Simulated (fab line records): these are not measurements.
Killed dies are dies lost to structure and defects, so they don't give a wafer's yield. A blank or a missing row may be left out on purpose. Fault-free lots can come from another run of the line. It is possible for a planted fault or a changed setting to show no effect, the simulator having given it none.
Matching of chambers ; flow gf180mcu ; GF_V2_CMP_26 on cmp-02 has 4 sister chambers
The step polishes, stops on SiO2, t overpolish 15 s, target thk 0 nm. 30 wafers are shown with their chamber, then 12 later ones without.

EACH WAFER AND ITS CHAMBER
wafer;chamber;motor_current_A (A);time_to_endpoint_s (s);retaining_ring_pressure_frac
L074.1;2;13.7;87;0.997
L074.4;1;10.2;87;0.996
L074.5;2;13.6;88;0.998
L075.2;1;10.4;86;1.008
L075.4;3;10.4;84;0.997
L075.5;3;10.5;87;0.999
L077.1;1;10.8;86;1.005
L077.3;0;10.5;78;1.005
L077.6;2;14.2;85;0.993
L078.1;0;10.8;81;1.007
L078.2;1;10.2;83;0.998
L078.5;3;10.3;83;0.999
L081.2;1;10.7;93;1.003
L081.3;0;10.7;82;1.002
L081.4;2;13.3;84;1.010
L082.1;2;13.8;87;1.004
L082.4;3;10.7;83;0.994
L082.5;3;10.9;85;0.996
L083.3;1;9.8;85;1.004
L083.4;3;10.4;82;1.004
L083.6;2;14.0;83;1.001
L084.2;3;10.3;85;1.002
L084.3;0;10.3;80;0.998
L084.5;2;13.3;81;1.005
L085.1;3;10.9;80;1.000
L085.3;2;13.7;81;0.987
L085.4;0;10.7;80;1.001
L087.2;2;13.5;80;1.006
L087.3;1;9.9;84;0.998
L087.5;2;14.1;83;1.007

SIGNATURES (averages over the wafers above)
reading;chamber 0;chamber 1;chamber 2;chamber 3;scatter within a chamber
motor_current_A;10.600;10.286;13.720;10.550;0.299
time_to_endpoint_s;80.20;86.29;83.90;83.62;2.59
retaining_ring_pressure_frac;1.00260;1.00171;1.00080;0.99887;0.00516
Rule: for a wafer and a chamber, the distance is found by dividing, reading by reading, the gap between the wafer's reading and the chamber's mean by the reading's scatter, squaring, summing and taking the root. The wafer belongs to the nearest chamber; if the next one is less than 2 further off, it can't be placed. How the scatter is found: for the shown wafers, subtract from each reading the mean of its chamber, square and add these, divide the total by (wafers less chambers), then take the root.

WAFERS WITH NO CHAMBER GIVEN
wafer;motor_current_A (A);time_to_endpoint_s (s);retaining_ring_pressure_frac
L088.2;12.8;79;0.996
L088.3;10.3;86;1.007
L088.5;13.6;78;1.001
L089.1;10.0;81;1.000
L089.4;11.2;80;0.994
L089.6;13.2;80;0.995
L093.1;11.0;83;0.997
L093.4;10.7;86;1.000
L093.5;11.0;85;0.995
L095.2;12.9;88;0.983
L095.3;10.8;86;1.000
L095.6;11.2;85;1.001

WHICH CHAMBER EACH ONE RAN IN
wafer;from the rows above;in truth
L088.2;2;2
L088.3;can't be placed: 1 or 3 or 0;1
L088.5;2;2
L089.1;can't be placed: 0 or 3 or 1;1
L089.4;can't be placed: 0 or 3 or 1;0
L089.6;2;2
L093.1;can't be placed: 3 or 0 or 1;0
L093.4;can't be placed: 3 or 1 or 0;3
L093.5;can't be placed: 3 or 0 or 1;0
L095.2;2;2
L095.3;can't be placed: 3 or 1 or 0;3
L095.6;can't be placed: 3 or 0 or 1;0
Correct placement for 4 of the 12. Can't be placed from these rows: 8 (the true chamber is among the candidates in 8). Placed wrongly: 0.
